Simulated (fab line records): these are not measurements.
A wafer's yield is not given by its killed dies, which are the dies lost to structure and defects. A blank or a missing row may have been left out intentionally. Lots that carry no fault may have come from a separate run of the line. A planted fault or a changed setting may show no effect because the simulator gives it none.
Which tool is to blame? :: flow sky130 :: 14 lots with 42 wafers sampled at 5 steps, on a route of 708 steps

## WHAT THE GAUGES READ, wafer by wafer
SKY_VIA1_THK_MEAS_01. Usual: VIA1_HDPCVD_THK 1028 nm, standard deviation 9.5.
lot: L940
measured: day 32 17:35
on: film-metro-03
VIA1_HDPCVD_THK (nm): 1031 1019 1033
flag: 

lot: L941
measured: day 33 07:14
on: film-metro-04
VIA1_HDPCVD_THK (nm): 1042 1030 1027
flag: 

lot: L942
measured: day 33 15:34
on: film-metro-03
VIA1_HDPCVD_THK (nm): 1021 1024 1014
flag: 

lot: L945
measured: day 34 18:26
on: film-metro-03
VIA1_HDPCVD_THK (nm): 1008 1019 1013
flag: 

lot: L947
measured: day 35 10:34
on: film-metro-04
VIA1_HDPCVD_THK (nm): 1029 1036 1035
flag: 

lot: L948
measured: day 35 18:59
on: film-metro-04
VIA1_HDPCVD_THK (nm): 1030 1035 1027
flag: 

lot: L950
measured: day 36 10:13
on: film-metro-04
VIA1_HDPCVD_THK (nm): 1031 1054 1030
flag: 

lot: L951
measured: day 36 17:11
on: film-metro-01
VIA1_HDPCVD_THK (nm): 1030 1032 1034
flag: 

lot: L953
measured: day 37 03:14
on: film-metro-04
VIA1_HDPCVD_THK (nm): 1033 1030 1032
flag: 

lot: L955
measured: day 37 10:24
on: film-metro-04
VIA1_HDPCVD_THK (nm): 1030 1040 1036
flag: 

lot: L956
measured: day 38 04:44
on: film-metro-04
VIA1_HDPCVD_THK (nm): 1024 1024 1020
flag: 

lot: L958
measured: day 38 15:16
on: film-metro-03
VIA1_HDPCVD_THK (nm): 1025 1021 1018
flag: 

lot: L961
measured: day 39 13:25
on: film-metro-01
VIA1_HDPCVD_THK (nm): 1025 791 1025 1024 790 1026
flag: OFF

lot: L962
measured: day 40 02:19
on: film-metro-04
VIA1_HDPCVD_THK (nm): 1041 810 791 1041 810 790
flag: OFF

SKY_VIA1_OVL_MEAS_13. Usual: VIA1_OVL 2 nm, standard deviation 5.5.
lot: L940
measured: day 33 21:50
on: overlay-01
VIA1_OVL (nm): 2 4 5
flag: 

lot: L941
measured: day 34 09:59
on: overlay-02
VIA1_OVL (nm): -3 -6 -13
flag: 

lot: L942
measured: day 34 17:57
on: overlay-02
VIA1_OVL (nm): 5 0 8
flag: 

lot: L945
measured: day 35 20:59
on: overlay-01
VIA1_OVL (nm): -7 -7 -4
flag: 

lot: L947
measured: day 36 12:48
on: overlay-02
VIA1_OVL (nm): 0 -6 4
flag: 

lot: L948
measured: day 36 21:00
on: overlay-02
VIA1_OVL (nm): 8 1 0
flag: 

lot: L950
measured: day 37 12:11
on: overlay-02
VIA1_OVL (nm): -7 2 8
flag: 

lot: L951
measured: day 37 19:22
on: overlay-02
VIA1_OVL (nm): -4 -8 4
flag: 

lot: L953
measured: day 38 05:18
on: overlay-01
VIA1_OVL (nm): -4 1 -5
flag: 

lot: L955
measured: day 38 12:10
on: overlay-02
VIA1_OVL (nm): 11 11 -2
flag: 

lot: L956
measured: day 39 06:15
on: overlay-02
VIA1_OVL (nm): -11 0 -1
flag: 

lot: L958
measured: day 39 16:09
on: overlay-01
VIA1_OVL (nm): 1 -4 0
flag: 

lot: L961
measured: day 40 14:03
on: overlay-02
VIA1_OVL (nm): 0 8 13
flag: 

lot: L962
measured: day 41 03:17
on: overlay-02
VIA1_OVL (nm): 6 3 -2
flag: 

## WHAT TOOL EACH LOT RAN ON (gives the tool, then ch and the chambers of the sampled wafers, and finally the start)
lot: L940
SKY_METAL1_SPUTTER_00: pvd-sputter-02, day 31 13:46
SKY_METAL1_DESCUM_17: rie-metal-03 ch 0,1, day 32 16:41
SKY_VIA1_HDPCVD_00: hdpcvd-02 ch 1,2, day 32 17:29

lot: L941
SKY_METAL1_SPUTTER_00: pvd-sputter-04, day 32 02:59
SKY_METAL1_DESCUM_17: rie-metal-03 ch 0,1, day 33 06:17
SKY_VIA1_HDPCVD_00: hdpcvd-02 ch 0,1, day 33 07:07

lot: L942
SKY_METAL1_SPUTTER_00: pvd-sputter-02, day 32 11:50
SKY_METAL1_DESCUM_17: rie-metal-01 ch 0,1, day 33 14:40
SKY_VIA1_HDPCVD_00: hdpcvd-01 ch 0,1,2, day 33 15:29

lot: L945
SKY_METAL1_SPUTTER_00: pvd-sputter-03, day 33 15:01
SKY_METAL1_DESCUM_17: rie-metal-03 ch 0,1, day 34 17:33
SKY_VIA1_HDPCVD_00: hdpcvd-01 ch 0,1,2, day 34 18:19

lot: L947
SKY_METAL1_SPUTTER_00: pvd-sputter-04, day 34 07:20
SKY_METAL1_DESCUM_17: rie-metal-02 ch 0,1, day 35 09:38
SKY_VIA1_HDPCVD_00: hdpcvd-01 ch 0,1,2, day 35 10:27

lot: L948
SKY_METAL1_SPUTTER_00: pvd-sputter-04, day 34 14:56
SKY_METAL1_DESCUM_17: rie-metal-03 ch 0,1, day 35 18:02
SKY_VIA1_HDPCVD_00: hdpcvd-02 ch 0,1,2, day 35 18:52

lot: L950
SKY_METAL1_SPUTTER_00: pvd-sputter-02, day 35 07:03
SKY_METAL1_DESCUM_17: rie-metal-01 ch 0,1, day 36 09:11
SKY_VIA1_HDPCVD_00: hdpcvd-01 ch 0,1, day 36 10:07

lot: L951
SKY_METAL1_SPUTTER_00: pvd-sputter-02, day 35 14:16
SKY_METAL1_DESCUM_17: rie-metal-03 ch 0,1, day 36 16:14
SKY_VIA1_HDPCVD_00: hdpcvd-01 ch 1,2, day 36 17:04

lot: L953
SKY_METAL1_SPUTTER_00: pvd-sputter-04, day 36 00:05
SKY_METAL1_DESCUM_17: rie-metal-01 ch 0, day 37 02:10
SKY_VIA1_HDPCVD_00: hdpcvd-02 ch 1,2, day 37 03:07

lot: L955
SKY_METAL1_SPUTTER_00: pvd-sputter-02, day 36 08:46
SKY_METAL1_DESCUM_17: rie-metal-01 ch 0,1, day 37 09:26
SKY_VIA1_HDPCVD_00: hdpcvd-02 ch 0,1, day 37 10:17

lot: L956
SKY_METAL1_SPUTTER_00: pvd-sputter-03, day 37 01:37
SKY_METAL1_DESCUM_17: rie-metal-01 ch 0,1, day 38 03:50
SKY_VIA1_HDPCVD_00: hdpcvd-01 ch 0,1, day 38 04:37

lot: L958
SKY_METAL1_SPUTTER_00: pvd-sputter-02, day 37 12:53
SKY_METAL1_DESCUM_17: rie-metal-02 ch 0,1, day 38 14:23
SKY_VIA1_HDPCVD_00: hdpcvd-02 ch 1,2, day 38 15:10

lot: L961
SKY_METAL1_SPUTTER_00: pvd-sputter-02, day 38 11:15
SKY_METAL1_DESCUM_17: rie-metal-02 ch 0,1, day 39 12:26
SKY_VIA1_HDPCVD_00: hdpcvd-02 ch 0,2, day 39 13:18

lot: L962
SKY_METAL1_SPUTTER_00: pvd-sputter-03, day 39 00:39
SKY_METAL1_DESCUM_17: rie-metal-03 ch 0, day 40 01:14
SKY_VIA1_HDPCVD_00: hdpcvd-02 ch 0,1, day 40 02:11
- SKY_METAL1_SPUTTER_00: material Ti, target thk 15 nm, time 10 s.
- SKY_METAL1_DESCUM_17: chemistry O2, time 8 s.
- SKY_VIA1_HDPCVD_00: deposits SiO2, target thk 1030 nm, time 171.7 s.

## WHAT THE TOOLS THEMSELVES READ (means of the sampled wafers that have a number; where no wafer has one, the mark that the record gives instead)
SKY_METAL1_SPUTTER_00. Usual: chamber-pressure-pa 0.4002 Pa, standard deviation 0.00072; throttle-valve-pct 29.4 %, standard deviation 1.3.
lot: L940
tool: pvd-sputter-02
chamber-pressure-pa (Pa): 0.3997
throttle-valve-pct (%): 29.7
flag: 

lot: L941
tool: pvd-sputter-04
chamber-pressure-pa (Pa): 0.3998
throttle-valve-pct (%): 28.8
flag: 

lot: L942
tool: pvd-sputter-02
chamber-pressure-pa (Pa): 0.3997
throttle-valve-pct (%): 29.3
flag: 

lot: L945
tool: pvd-sputter-03
chamber-pressure-pa (Pa): 0.3993
throttle-valve-pct (%): 30.6
flag: 

lot: L947
tool: pvd-sputter-04
chamber-pressure-pa (Pa): 0.4002
throttle-valve-pct (%): 29.3
flag: 

lot: L948
tool: pvd-sputter-04
chamber-pressure-pa (Pa): 0.4004
throttle-valve-pct (%): 28.9
flag: 

lot: L950
tool: pvd-sputter-02
chamber-pressure-pa (Pa): 0.4008
throttle-valve-pct (%): 29.4
flag: 

lot: L951
tool: pvd-sputter-02
chamber-pressure-pa (Pa): 0.4001
throttle-valve-pct (%): 29.2
flag: 

lot: L953
tool: pvd-sputter-04
chamber-pressure-pa (Pa): 0.4003
throttle-valve-pct (%): 29.5
flag: 

lot: L955
tool: pvd-sputter-02
chamber-pressure-pa (Pa): 0.4005
throttle-valve-pct (%): 28.9
flag: 

lot: L956
tool: pvd-sputter-03
chamber-pressure-pa (Pa): 0.4002
throttle-valve-pct (%): 29.5
flag: 

lot: L958
tool: pvd-sputter-02
chamber-pressure-pa (Pa): 0.4000
throttle-valve-pct (%): 29.1
flag: 

lot: L961
tool: pvd-sputter-02
chamber-pressure-pa (Pa): 0.4006
throttle-valve-pct (%): 30.2
flag: 

lot: L962
tool: pvd-sputter-03
chamber-pressure-pa (Pa): 0.4003
throttle-valve-pct (%): 30.2
flag: 

SKY_METAL1_DESCUM_17. Usual: drypump-motor-current-A 5.9 A, standard deviation 0.43; oes-product-au 1.001 a.u., standard deviation 0.014.
lot: L940
tool: rie-metal-03
drypump-motor-current-A (A): 6.2
oes-product-au (a.u.): 0.987
flag: 

lot: L941
tool: rie-metal-03
drypump-motor-current-A (A): 6.3
oes-product-au (a.u.): 0.995
flag: 

lot: L942
tool: rie-metal-01
drypump-motor-current-A (A): 5.8
oes-product-au (a.u.): 0.989
flag: 

lot: L945
tool: rie-metal-03
drypump-motor-current-A (A): 6.3
oes-product-au (a.u.): 1.001
flag: 

lot: L947
tool: rie-metal-02
drypump-motor-current-A (A): 5.5
oes-product-au (a.u.): 0.995
flag: 

lot: L948
tool: rie-metal-03
drypump-motor-current-A (A): 6.3
oes-product-au (a.u.): 0.987
flag: 

lot: L950
tool: rie-metal-01
drypump-motor-current-A (A): 5.8
oes-product-au (a.u.): 0.983
flag: 

lot: L951
tool: rie-metal-03
drypump-motor-current-A (A): 6.3
oes-product-au (a.u.): 1.004
flag: 

lot: L953
tool: rie-metal-01
drypump-motor-current-A (A): 5.3
oes-product-au (a.u.): 1.013
flag: 

lot: L955
tool: rie-metal-01
drypump-motor-current-A (A): 5.8
oes-product-au (a.u.): 1.012
flag: 

lot: L956
tool: rie-metal-01
drypump-motor-current-A (A): 5.8
oes-product-au (a.u.): 1.006
flag: 

lot: L958
tool: rie-metal-02
drypump-motor-current-A (A): 5.8
oes-product-au (a.u.): 1.005
flag: 

lot: L961
tool: rie-metal-02
drypump-motor-current-A (A): 5.8
oes-product-au (a.u.): 1.007
flag: 

lot: L962
tool: rie-metal-03
drypump-motor-current-A (A): 6.4
oes-product-au (a.u.): 1.006
flag: 

## THE ANSWER, worked out from the rows above alone
Rule: a lot is off if the mean of its wafers that have a number lies more than 3 standard deviations from the usual mean. A lot without any number at a reading at which 4 lots or more have one is off too. All remaining lots with rows at the step are treated as sound. The gauges are gone through in route order, then the tools' own readings, and for those a lot's mean is taken as printed above. At the first step where some lot is off, the reading lying furthest off is the one used; lots without a number count as furthest.
Off: L961, L962, at SKY_VIA1_THK_MEAS_01 (VIA1_HDPCVD_THK).
If a tool, at a process step before that reading, ran all the lots that are off and no sound lot after the first of them, it fits. Those tools and the gauges at SKY_VIA1_THK_MEAS_01 are tried in the same way. One fits: hdpcvd-02 at SKY_VIA1_HDPCVD_00. Its last sound lot is L958 (day 38 15:10), its first lot that is off L961 (day 39 13:18): a fault that began between those two fits.

## WHAT THE SIMULATOR HAD INSERTED
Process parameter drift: hdpcvd-02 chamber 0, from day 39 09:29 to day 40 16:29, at SKY_VIA1_HDPCVD_00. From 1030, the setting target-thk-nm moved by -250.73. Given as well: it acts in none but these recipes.
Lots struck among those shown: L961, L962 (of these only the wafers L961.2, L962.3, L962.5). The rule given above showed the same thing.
